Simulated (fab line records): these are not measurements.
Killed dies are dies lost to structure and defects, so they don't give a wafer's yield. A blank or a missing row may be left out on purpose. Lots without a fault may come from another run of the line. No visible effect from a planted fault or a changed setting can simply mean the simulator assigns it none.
What tool caused it? | flow gf180mcu | 12 lots, 36 wafers sampled, at 5 steps of a route of 602

== WHAT EACH GAUGE READ, for each wafer ==
GF_SAB_OVL_MEAS_10.
lot  | measured     | on         | SAB_OVL (nm)
L831 | day 15 08:44 | overlay-01 | -1.4 -2.1 -1.9
L832 | day 15 13:31 | overlay-02 | -1.9 1.1 -0.5
L833 | day 15 16:30 | overlay-02 | -0.9 -1.5 -2.9
L835 | day 16 13:57 | overlay-02 | 1.1 -0.3 1.9
L837 | day 17 13:09 | overlay-01 | -1.9 1.6 0.7
L845 | day 20 11:50 | overlay-02 | 2.1 2.8 0.7
L846 | day 21 00:24 | overlay-02 | 0.4 -0.6 2.7
L848 | day 21 11:54 | overlay-01 | -1.1 -1.9 -1.2
L847 | day 21 15:37 | overlay-02 | 0.8 1.1 1.1
L851 | day 22 04:29 | overlay-02 | -0.2 1.9 1.2
L853 | day 23 02:05 | overlay-01 | 1.1 1.3 0.3
L854 | day 23 03:15 | overlay-01 | 1.7 1.9 1.7

GF_M1_RS_MEAS_05: measurement is done with a four-point probe.
lot  | measured     | on            | M1_ALCU_RS (ohm/sq)
L831 | day 16 10:27 | film-metro-01 | 0.0692 0.0698 0.0697
L832 | day 16 15:05 | film-metro-01 | 0.0690 0.0700 0.0694
L833 | day 16 16:57 | film-metro-04 | 0.0685 0.0689 0.0688
L835 | day 17 16:26 | film-metro-01 | 0.0709 0.0705 0.0704
L837 | day 18 16:14 | film-metro-02 | 0.0699 0.0701 0.0695
L845 | day 21 15:25 | film-metro-01 | 0.0700 0.0698 0.0719
L846 | day 22 02:52 | film-metro-02 | 0.0695 0.0697 0.0722
L848 | day 22 14:51 | film-metro-01 | 0.0700 0.0691 0.0697
L847 | day 22 18:23 | film-metro-01 | 0.0697 0.0698 0.0698
L851 | day 23 06:28 | film-metro-01 | 0.0697 0.0696 0.0694
L853 | day 24 03:09 | film-metro-04 | 0.0693 0.0699 0.0692
L854 | day 24 04:23 | film-metro-01 | 0.0691 0.0698 0.0690

GF_M1_THK_MEAS_06: measures by xrf.
lot  | measured     | on            | M1_ALCU_THK (nm)
L831 | day 16 10:34 | film-metro-01 | 452 446 450
L832 | day 16 15:11 | film-metro-01 | 454 445 448
L833 | day 16 17:04 | film-metro-04 | 458 454 456
L835 | day 17 16:33 | film-metro-01 | 445 442 442
L837 | day 18 16:20 | film-metro-02 | 448 448 453
L845 | day 21 15:32 | film-metro-01 | 446 448 436
L846 | day 22 02:59 | film-metro-02 | 450 448 435
L848 | day 22 14:56 | film-metro-01 | 445 452 448
L847 | day 22 18:31 | film-metro-01 | 450 447 448
L851 | day 23 06:35 | film-metro-01 | 448 448 451
L853 | day 24 03:15 | film-metro-04 | 455 452 452
L854 | day 24 04:30 | film-metro-01 | 448 448 450

GF_V1_OVL_MEAS_15.
lot  | measured     | on         | V1_OVL (nm)
L831 | day 18 11:56 | overlay-01 | -2 -8 -2
L832 | day 18 15:40 | overlay-01 | -1 -1 -2
L833 | day 18 16:50 | overlay-01 | -1 -11 -4
L835 | day 19 17:36 | overlay-01 | -3 4 -2
L837 | day 20 17:34 | overlay-02 | -2 -5 -2
L845 | day 23 14:54 | overlay-01 | 5 0 2
L846 | day 24 00:41 | overlay-01 | -14 -10 -9
L848 | day 24 12:30 | overlay-01 | 1 -6 -1
L847 | day 24 15:50 | overlay-02 | -5 -10 1
L851 | day 25 04:09 | overlay-02 | -5 -7 -2
L853 | day 25 23:54 | overlay-02 | -2 -8 -3
L854 | day 26 00:02 | overlay-01 | 2 5 -3

== TOOL THAT RAN EACH LOT (tool first, then ch and the chambers of the sampled wafers, then the start) ==
lot  | GF_M1_SPUTTER_02
L831 | pvd-sputter-04, day 16 10:22
L832 | pvd-sputter-02, day 16 14:58
L833 | pvd-sputter-04, day 16 16:52
L835 | pvd-sputter-04, day 17 16:20
L837 | pvd-sputter-02, day 18 16:05
L845 | pvd-sputter-01, day 21 15:20
L846 | pvd-sputter-01, day 22 02:46
L848 | pvd-sputter-04, day 22 14:42
L847 | pvd-sputter-02, day 22 18:18
L851 | pvd-sputter-04, day 23 06:22
L853 | pvd-sputter-04, day 24 03:01
L854 | pvd-sputter-04, day 24 04:16
- GF_M1_SPUTTER_02: material AlCu, target thk 450 nm, time 23.9 s.

== WHAT THE TOOLS THEMSELVES READ (means of the sampled wafers that have a number; where no wafer has one, the mark that the record gives instead) ==
GF_M1_SPUTTER_02.
lot  | tool           | cathode-dc-power-W (W) | throttle-valve-pct (%)
L831 | pvd-sputter-04 | 10599                  | 30.5
L832 | pvd-sputter-02 | 10601                  | 29.7
L833 | pvd-sputter-04 | 10598                  | 31.1
L835 | pvd-sputter-04 | 10600                  | 30.6
L837 | pvd-sputter-02 | 10598                  | 29.4
L845 | pvd-sputter-01 | 10502                  | 31.2
L846 | pvd-sputter-01 | 10501                  | 30.4
L848 | pvd-sputter-04 | 10600                  | 31.2
L847 | pvd-sputter-02 | 10603                  | 28.8
L851 | pvd-sputter-04 | 10601                  | 31.2
L853 | pvd-sputter-04 | 10602                  | 30.8
L854 | pvd-sputter-04 | 10600                  | 31.2

== THE ANSWER, worked out from the rows above alone ==
Rule: usual is defined by the lots themselves. The widest of any qualifying gaps counts: lots, ordered by their means at a reading, are off when they make up no more than a third of the lots, leave a main group of 4 or more, and stand apart from it by 3 or more times the standard deviation of that group's means. The tables above print the reading to a certain number of digits; a main group whose means all agree to those digits is not used. Also off: a lot with no number at a reading for which 4 or more lots have one. Where the step has rows for the other lots, those lots are counted as sound. After the gauges, taken in route order, come the tools' own readings; for these a lot's mean is taken, as printed above. At the first step where some lot is off, the reading lying furthest off is the one used; lots without a number count as furthest.
Off at GF_M1_SPUTTER_02 (cathode-dc-power-W): L845, L846. The main group has a mean of 10600 W with a standard deviation of 1.5.
A tool fits if, at that step or a process step before it, it ran every lot that is off, and no sound lot after the first of them. One fits: GF_M1_SPUTTER_02 on pvd-sputter-01. It ran no sound lot before its first lot that is off in this sample, so the start can't be narrowed down.
The tool's own readings at GF_M1_SPUTTER_02 bear it out: on the lots that are off they differ by more than 5 times the standard deviation of the sound lots' means. cathode-dc-power-W reads 10502 W there against 10600 W on the sound lots.

== WHAT THE SIMULATOR PUT IN ==
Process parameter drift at GF_M1_SPUTTER_02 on pvd-sputter-01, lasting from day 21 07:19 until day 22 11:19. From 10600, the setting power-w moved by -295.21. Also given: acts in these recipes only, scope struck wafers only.
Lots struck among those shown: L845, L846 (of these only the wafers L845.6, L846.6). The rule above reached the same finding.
